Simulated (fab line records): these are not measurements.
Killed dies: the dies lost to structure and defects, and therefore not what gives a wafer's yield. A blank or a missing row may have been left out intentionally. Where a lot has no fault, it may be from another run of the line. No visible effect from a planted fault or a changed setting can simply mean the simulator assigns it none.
Which tool is to blame? || flow gf180mcu || 13 lots, 39 wafers sampled, at 5 steps of a route of 602

== WHAT THE GAUGES SHOWED, per wafer ==
GF_STI_CD_MEAS_12 targets a cd of 220 nm. Usual: cd-nm 219.9 nm, standard deviation 1.2.
{"lot": "L849", "measured": "day 2 00:32", "on": "cd-sem-02", "cd-nm (nm)": "220.4 220.3 220.9", "flag": ""}
{"lot": "L852", "measured": "day 2 17:05", "on": "cd-sem-01", "cd-nm (nm)": "221.3 221.9 220.7", "flag": ""}
{"lot": "L853", "measured": "day 2 22:23", "on": "cd-sem-02", "cd-nm (nm)": "219.2 219.6 219.0", "flag": ""}
{"lot": "L854", "measured": "day 3 04:07", "on": "cd-sem-02", "cd-nm (nm)": "220.9 222.0 221.6", "flag": ""}
{"lot": "L855", "measured": "day 3 08:17", "on": "cd-sem-02", "cd-nm (nm)": "220.6 219.3 219.5", "flag": ""}
{"lot": "L856", "measured": "day 3 13:25", "on": "cd-sem-01", "cd-nm (nm)": "221.4 221.3 221.9", "flag": ""}
{"lot": "L857", "measured": "day 3 18:34", "on": "cd-sem-01", "cd-nm (nm)": "220.9 220.5 221.4", "flag": ""}
{"lot": "L858", "measured": "day 3 23:50", "on": "cd-sem-01", "cd-nm (nm)": "220.7 222.0 220.3", "flag": ""}
{"lot": "L863", "measured": "day 5 01:47", "on": "cd-sem-02", "cd-nm (nm)": "219.5 220.3 220.7", "flag": ""}
{"lot": "L865", "measured": "day 5 11:34", "on": "cd-sem-01", "cd-nm (nm)": "217.5 224.3 223.1", "flag": ""}
{"lot": "L867", "measured": "day 5 21:41", "on": "cd-sem-02", "cd-nm (nm)": "224.1 223.9 219.4", "flag": ""}
{"lot": "L868", "measured": "day 6 04:13", "on": "cd-sem-01", "cd-nm (nm)": "217.2 218.5 223.7", "flag": ""}
{"lot": "L872", "measured": "day 7 01:08", "on": "cd-sem-01", "cd-nm (nm)": "218.1 219.5 220.5", "flag": ""}

GF_VT_IMPLANT_TW_MEAS_43. Usual: VT_IMPLANT_4_TW typically reads 692, with standard deviation 4.8.
{"lot": "L849", "measured": "day 7 13:04", "on": "film-metro-04", "VT_IMPLANT_4_TW": "694 693 693", "flag": ""}
{"lot": "L852", "measured": "day 8 11:14", "on": "film-metro-02", "VT_IMPLANT_4_TW": "691 687 691", "flag": ""}
{"lot": "L853", "measured": "day 8 17:55", "on": "film-metro-02", "VT_IMPLANT_4_TW": "694 689 693", "flag": ""}
{"lot": "L854", "measured": "day 9 02:15", "on": "film-metro-04", "VT_IMPLANT_4_TW": "695 692 691", "flag": ""}
{"lot": "L855", "measured": "day 9 09:58", "on": "film-metro-02", "VT_IMPLANT_4_TW": "685 689 685", "flag": ""}
{"lot": "L856", "measured": "day 9 13:48", "on": "film-metro-03", "VT_IMPLANT_4_TW": "694 692 695", "flag": ""}
{"lot": "L857", "measured": "day 9 18:58", "on": "film-metro-04", "VT_IMPLANT_4_TW": "691 698 696", "flag": ""}
{"lot": "L858", "measured": "day 10 04:43", "on": "film-metro-03", "VT_IMPLANT_4_TW": "691 694 692", "flag": ""}
{"lot": "L863", "measured": "day 11 14:07", "on": "film-metro-03", "VT_IMPLANT_4_TW": "692 691 688", "flag": ""}
{"lot": "L865", "measured": "day 12 01:15", "on": "film-metro-02", "VT_IMPLANT_4_TW": "689 691 692", "flag": ""}
{"lot": "L867", "measured": "day 12 19:37", "on": "film-metro-02", "VT_IMPLANT_4_TW": "689 686 689", "flag": ""}
{"lot": "L868", "measured": "day 13 02:54", "on": "film-metro-04", "VT_IMPLANT_4_TW": "700 702 701", "flag": ""}
{"lot": "L872", "measured": "day 14 08:49", "on": "film-metro-03", "VT_IMPLANT_4_TW": "684 687 688", "flag": ""}

GF_VT_IMPLANT_RS_MEAS_48: measures by four-point-probe. Usual: LVPWELL_RS typically reads 1195.4 ohm/sq, with standard deviation 2.7.
{"lot": "L849", "measured": "day 7 13:34", "on": "film-metro-01", "LVPWELL_RS (ohm/sq)": "1196.2 1196.1 1197.7", "flag": ""}
{"lot": "L852", "measured": "day 8 11:44", "on": "film-metro-02", "LVPWELL_RS (ohm/sq)": "1198.9 1195.8 1194.2", "flag": ""}
{"lot": "L853", "measured": "day 8 18:23", "on": "film-metro-04", "LVPWELL_RS (ohm/sq)": "1194.4 1193.0 1198.1", "flag": ""}
{"lot": "L854", "measured": "day 9 02:42", "on": "film-metro-04", "LVPWELL_RS (ohm/sq)": "1198.4 1199.9 1199.1", "flag": ""}
{"lot": "L855", "measured": "day 9 10:30", "on": "film-metro-04", "LVPWELL_RS (ohm/sq)": "1192.5 1192.8 1193.2", "flag": ""}
{"lot": "L856", "measured": "day 9 14:15", "on": "film-metro-01", "LVPWELL_RS (ohm/sq)": "1198.2 1194.9 1197.0", "flag": ""}
{"lot": "L857", "measured": "day 9 19:36", "on": "film-metro-04", "LVPWELL_RS (ohm/sq)": "1193.7 1193.7 1194.7", "flag": ""}
{"lot": "L858", "measured": "day 10 05:11", "on": "film-metro-01", "LVPWELL_RS (ohm/sq)": "1189.4 1191.2 1191.6", "flag": ""}
{"lot": "L863", "measured": "day 11 14:34", "on": "film-metro-04", "LVPWELL_RS (ohm/sq)": "1193.0 1191.8 1190.0", "flag": ""}
{"lot": "L865", "measured": "day 12 01:42", "on": "film-metro-02", "LVPWELL_RS (ohm/sq)": "1199.1 1200.5 1201.1", "flag": ""}
{"lot": "L867", "measured": "day 12 20:05", "on": "film-metro-04", "LVPWELL_RS (ohm/sq)": "1196.5 1194.1 1193.7", "flag": ""}
{"lot": "L868", "measured": "day 13 03:21", "on": "film-metro-02", "LVPWELL_RS (ohm/sq)": "1194.0 1192.1 1191.4", "flag": ""}
{"lot": "L872", "measured": "day 14 09:16", "on": "film-metro-04", "LVPWELL_RS (ohm/sq)": "1196.8 1200.6 1199.9", "flag": ""}

== TOOL THAT RAN EACH LOT (tool first, then ch and the chambers of the sampled wafers, then the start) ==
{"lot": "L849", "GF_STI_PEB_10": "litho-track-04 ch 0, day 2 00:12", "GF_NWELL_STRIP_10": "plasma-asher-02 ch 0,1, day 3 07:06"}
{"lot": "L852", "GF_STI_PEB_10": "litho-track-04 ch 0, day 2 16:46", "GF_NWELL_STRIP_10": "plasma-asher-03 ch 0,1, day 4 00:32"}
{"lot": "L853", "GF_STI_PEB_10": "litho-track-03 ch 0, day 2 22:03", "GF_NWELL_STRIP_10": "plasma-asher-01 ch 0,1, day 4 06:00"}
{"lot": "L854", "GF_STI_PEB_10": "litho-track-03 ch 0, day 3 03:46", "GF_NWELL_STRIP_10": "plasma-asher-02 ch 0,1, day 4 12:55"}
{"lot": "L855", "GF_STI_PEB_10": "litho-track-01 ch 0, day 3 07:56", "GF_NWELL_STRIP_10": "plasma-asher-01 ch 0,1, day 4 19:12"}
{"lot": "L856", "GF_STI_PEB_10": "litho-track-01 ch 0, day 3 13:04", "GF_NWELL_STRIP_10": "plasma-asher-02 ch 0,1, day 4 21:43"}
{"lot": "L857", "GF_STI_PEB_10": "litho-track-04 ch 0, day 3 18:14", "GF_NWELL_STRIP_10": "plasma-asher-03 ch 0,1, day 5 03:29"}
{"lot": "L858", "GF_STI_PEB_10": "litho-track-03 ch 0, day 3 23:30", "GF_NWELL_STRIP_10": "plasma-asher-03 ch 0,1, day 5 10:34"}
{"lot": "L863", "GF_STI_PEB_10": "litho-track-04 ch 0, day 5 01:27", "GF_NWELL_STRIP_10": "plasma-asher-03 ch 0,1, day 6 13:22"}
{"lot": "L865", "GF_STI_PEB_10": "litho-track-04 ch 0, day 5 11:13", "GF_NWELL_STRIP_10": "plasma-asher-03 ch 0,1, day 6 22:48"}
{"lot": "L867", "GF_STI_PEB_10": "litho-track-04 ch 0, day 5 21:17", "GF_NWELL_STRIP_10": "plasma-asher-01 ch 0,1, day 7 12:29"}
{"lot": "L868", "GF_STI_PEB_10": "litho-track-04 ch 0, day 6 03:52", "GF_NWELL_STRIP_10": "plasma-asher-03 ch 0,1, day 7 19:15"}
{"lot": "L872", "GF_STI_PEB_10": "litho-track-01 ch 0, day 7 00:47", "GF_NWELL_STRIP_10": "plasma-asher-02 ch 0,1, day 8 19:36"}
- GF_STI_PEB_10: peb time 90 s.
- GF_NWELL_STRIP_10: strips in O2/N2.

== WHAT THE TOOLS THEMSELVES READ (means of the sampled wafers that have a number; where no wafer has one, the mark that the record gives instead) ==
GF_STI_PEB_10. Usual: heater-power-total-W 85.69 W, standard deviation 0.081.
{"lot": "L849", "tool": "litho-track-04", "heater-power-total-W (W)": 85.69, "flag": ""}
{"lot": "L852", "tool": "litho-track-04", "heater-power-total-W (W)": 85.68, "flag": ""}
{"lot": "L853", "tool": "litho-track-03", "heater-power-total-W (W)": 85.65, "flag": ""}
{"lot": "L854", "tool": "litho-track-03", "heater-power-total-W (W)": 85.73, "flag": ""}
{"lot": "L855", "tool": "litho-track-01", "heater-power-total-W (W)": 85.77, "flag": ""}
{"lot": "L856", "tool": "litho-track-01", "heater-power-total-W (W)": 85.69, "flag": ""}
{"lot": "L857", "tool": "litho-track-04", "heater-power-total-W (W)": 85.74, "flag": ""}
{"lot": "L858", "tool": "litho-track-03", "heater-power-total-W (W)": 85.65, "flag": ""}
{"lot": "L863", "tool": "litho-track-04", "heater-power-total-W (W)": 85.67, "flag": ""}
{"lot": "L865", "tool": "litho-track-04", "heater-power-total-W (W)": 89.62, "flag": "OFF"}
{"lot": "L867", "tool": "litho-track-04", "heater-power-total-W (W)": 89.72, "flag": "OFF"}
{"lot": "L868", "tool": "litho-track-04", "heater-power-total-W (W)": 87.75, "flag": "OFF"}
{"lot": "L872", "tool": "litho-track-01", "heater-power-total-W (W)": 85.65, "flag": ""}

GF_NWELL_STRIP_10. Usual: drypump-motor-current-A 5.5 A, standard deviation 0.37; heater-power-w 318 W, standard deviation 21; n2-flow-sccm 300.0 sccm, standard deviation 0.91; oes-product-au 0.722 a.u., standard deviation 0.0046; strip-time-to-endpoint-s 36.88 s, standard deviation 0.11.
{"lot": "L849", "tool": "plasma-asher-02", "drypump-motor-current-A (A)": 5.3, "heater-power-w (W)": 291, "n2-flow-sccm (sccm)": 299.5, "oes-product-au (a.u.)": 0.718, "strip-time-to-endpoint-s (s)": 36.91, "flag": ""}
{"lot": "L852", "tool": "plasma-asher-03", "drypump-motor-current-A (A)": 5.8, "heater-power-w (W)": 321, "n2-flow-sccm (sccm)": 300.4, "oes-product-au (a.u.)": 0.722, "strip-time-to-endpoint-s (s)": 36.81, "flag": ""}
{"lot": "L853", "tool": "plasma-asher-01", "drypump-motor-current-A (A)": 5.4, "heater-power-w (W)": 343, "n2-flow-sccm (sccm)": 300.1, "oes-product-au (a.u.)": 0.724, "strip-time-to-endpoint-s (s)": 36.91, "flag": ""}
{"lot": "L854", "tool": "plasma-asher-02", "drypump-motor-current-A (A)": 5.3, "heater-power-w (W)": 289, "n2-flow-sccm (sccm)": 300.4, "oes-product-au (a.u.)": 0.717, "strip-time-to-endpoint-s (s)": 36.83, "flag": ""}
{"lot": "L855", "tool": "plasma-asher-01", "drypump-motor-current-A (A)": 5.4, "heater-power-w (W)": 338, "n2-flow-sccm (sccm)": 300.0, "oes-product-au (a.u.)": 0.720, "strip-time-to-endpoint-s (s)": 36.97, "flag": ""}
{"lot": "L856", "tool": "plasma-asher-02", "drypump-motor-current-A (A)": 5.3, "heater-power-w (W)": 298, "n2-flow-sccm (sccm)": 300.3, "oes-product-au (a.u.)": 0.722, "strip-time-to-endpoint-s (s)": 36.90, "flag": ""}
{"lot": "L857", "tool": "plasma-asher-03", "drypump-motor-current-A (A)": 5.9, "heater-power-w (W)": 321, "n2-flow-sccm (sccm)": 299.8, "oes-product-au (a.u.)": 0.723, "strip-time-to-endpoint-s (s)": 36.67, "flag": ""}
{"lot": "L858", "tool": "plasma-asher-03", "drypump-motor-current-A (A)": 6.1, "heater-power-w (W)": 327, "n2-flow-sccm (sccm)": 300.5, "oes-product-au (a.u.)": 0.719, "strip-time-to-endpoint-s (s)": 36.80, "flag": ""}
{"lot": "L863", "tool": "plasma-asher-03", "drypump-motor-current-A (A)": 6.1, "heater-power-w (W)": 326, "n2-flow-sccm (sccm)": 299.6, "oes-product-au (a.u.)": 0.723, "strip-time-to-endpoint-s (s)": 36.87, "flag": ""}
{"lot": "L865", "tool": "plasma-asher-03", "drypump-motor-current-A (A)": 5.8, "heater-power-w (W)": 321, "n2-flow-sccm (sccm)": 300.0, "oes-product-au (a.u.)": 0.722, "strip-time-to-endpoint-s (s)": 36.92, "flag": ""}
{"lot": "L867", "tool": "plasma-asher-01", "drypump-motor-current-A (A)": 5.4, "heater-power-w (W)": 339, "n2-flow-sccm (sccm)": 300.3, "oes-product-au (a.u.)": 0.724, "strip-time-to-endpoint-s (s)": 37.06, "flag": ""}
{"lot": "L868", "tool": "plasma-asher-03", "drypump-motor-current-A (A)": 6.1, "heater-power-w (W)": 321, "n2-flow-sccm (sccm)": 298.2, "oes-product-au (a.u.)": 0.719, "strip-time-to-endpoint-s (s)": 37.12, "flag": ""}
{"lot": "L872", "tool": "plasma-asher-02", "drypump-motor-current-A (A)": 5.3, "heater-power-w (W)": 313, "n2-flow-sccm (sccm)": 299.6, "oes-product-au (a.u.)": 0.728, "strip-time-to-endpoint-s (s)": 36.87, "flag": ""}

== THE ANSWER, worked out from the rows above alone ==
Rule: a lot counts as off when the mean over its wafers that have a number is more than 3 standard deviations away from the usual mean. A lot without any number at a reading at which 4 lots or more have one is off too. Any other lot the step has rows for is counted as sound. Order of review: gauges by route order, followed by the tools' own readings, for which a lot's mean as printed above is used. At the first step where some lot is off, the reading lying furthest off is the one used; lots without a number count as furthest.
Off, at GF_STI_PEB_10 on heater-power-total-W: L865, L867, L868.
A tool fits if, at that step or a process step before it, it ran every lot that is off, and no sound lot after the first of them. One fits: GF_STI_PEB_10 on litho-track-04. A fault onset in the window from L863 (day 5 01:27, its last sound lot) to L865 (day 5 11:13, its first lot off) fits.
The tool's own readings at GF_STI_PEB_10 bear it out: on the lots that are off they differ by more than 5 times the standard deviation of the sound lots' means. heater-power-total-W reads 89.03 W there against 85.69 W on the sound lots.

== WHAT THE SIMULATOR HAD INSERTED ==
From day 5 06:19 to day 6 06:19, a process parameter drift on litho-track-04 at GF_STI_PEB_10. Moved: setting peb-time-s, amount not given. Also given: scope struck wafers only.
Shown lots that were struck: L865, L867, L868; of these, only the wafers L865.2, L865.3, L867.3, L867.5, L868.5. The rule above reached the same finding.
